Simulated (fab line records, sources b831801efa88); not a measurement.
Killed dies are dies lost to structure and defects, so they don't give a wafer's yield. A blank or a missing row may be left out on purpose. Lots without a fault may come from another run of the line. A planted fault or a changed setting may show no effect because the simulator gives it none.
Chamber matching | flow sky130 | SKY_CONTACT_CMP_04 on cmp-02: 4 sister chambers
The step polishes SiO2. 14 wafers are shown with their chamber, then 7 later ones without.

WAFERS WITH THEIR CHAMBER
wafer  | chamber | motor_current_A (A) | time_to_endpoint_s (s) | edge_zone_pressure_frac
L513.2 | 1       | 12.9                | 84                     | 1.004
L513.4 | 3       | 12.6                | 88                     | 1.001
L513.6 | 0       | 11.4                | 81                     | 1.003
L516.2 | 0       | 11.7                | 79                     | 0.997
L516.3 | 3       | 12.4                | 81                     | 1.001
L516.6 | 1       | 13.9                | 79                     | 0.996
L517.2 | 2       | 11.2                | 88                     | 1.002
L517.5 | 0       | 11.5                | 82                     | 0.998
L517.6 | 3       | 12.2                | 85                     | 0.995
L519.4 | 0       | 11.5                | 77                     | 1.004
L519.5 | 1       | 12.8                | 82                     | 1.002
L519.6 | 0       | 12.0                | 77                     | 1.004
L523.2 | 3       | 12.2                | 76                     | 0.999
L523.3 | 1       | 12.8                | 79                     | 0.994

SIGNATURES (means of the wafers above)
reading                 | chamber 0 | chamber 1 | chamber 2 | chamber 3 | scatter within a chamber
motor_current_A         | 11.620    | 13.100    | 11.200    | 12.350    | 0.346
time_to_endpoint_s      | 79.20     | 81.00     | 88.00     | 82.50     | 3.46
edge_zone_pressure_frac | 1.00120   | 0.99900   | 1.00200   | 0.99900   | 0.00373
Rule: a wafer's distance from a chamber is the root of the sum, over the readings, of the square of ((its reading less the chamber's mean) divided by the reading's scatter). The wafer belongs to the nearest chamber; if the next one is less than 2 further off, it can't be placed. The scatter: the root of (the sum of the squares of (reading less its chamber's mean) over the shown wafers, divided by (wafers less chambers)).

WAFERS WITHOUT THEIR CHAMBER
wafer  | motor_current_A (A) | time_to_endpoint_s (s) | edge_zone_pressure_frac
L523.5 | 11.8                | 80                     | 1.000
L525.1 | 12.6                | 88                     | 0.996
L525.3 | 13.1                | 80                     | 1.001
L525.5 | 12.9                | 83                     | 1.004
L532.1 | 11.8                | 85                     | 1.005
L532.3 | 12.8                | 87                     | 0.998
L532.6 | 11.8                | 86                     | 0.991

WHICH CHAMBER EACH WENT THROUGH
wafer  | from the rows above               | in truth
L523.5 | can't be placed: 0 or 3           | 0
L525.1 | can't be placed: 3 or 1           | 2
L525.3 | can't be placed: 1 or 3           | 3
L525.5 | can't be placed: 1 or 3           | 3
L532.1 | can't be placed: 0 or 2 or 3      | 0
L532.3 | can't be placed: 3 or 1           | 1
L532.6 | can't be placed: 3 or 0 or 2 or 1 | 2
Placed correctly: 0 of 7. Can't be placed from these rows: 7 (the true chamber is among the candidates in 6). Placed wrongly: 0.
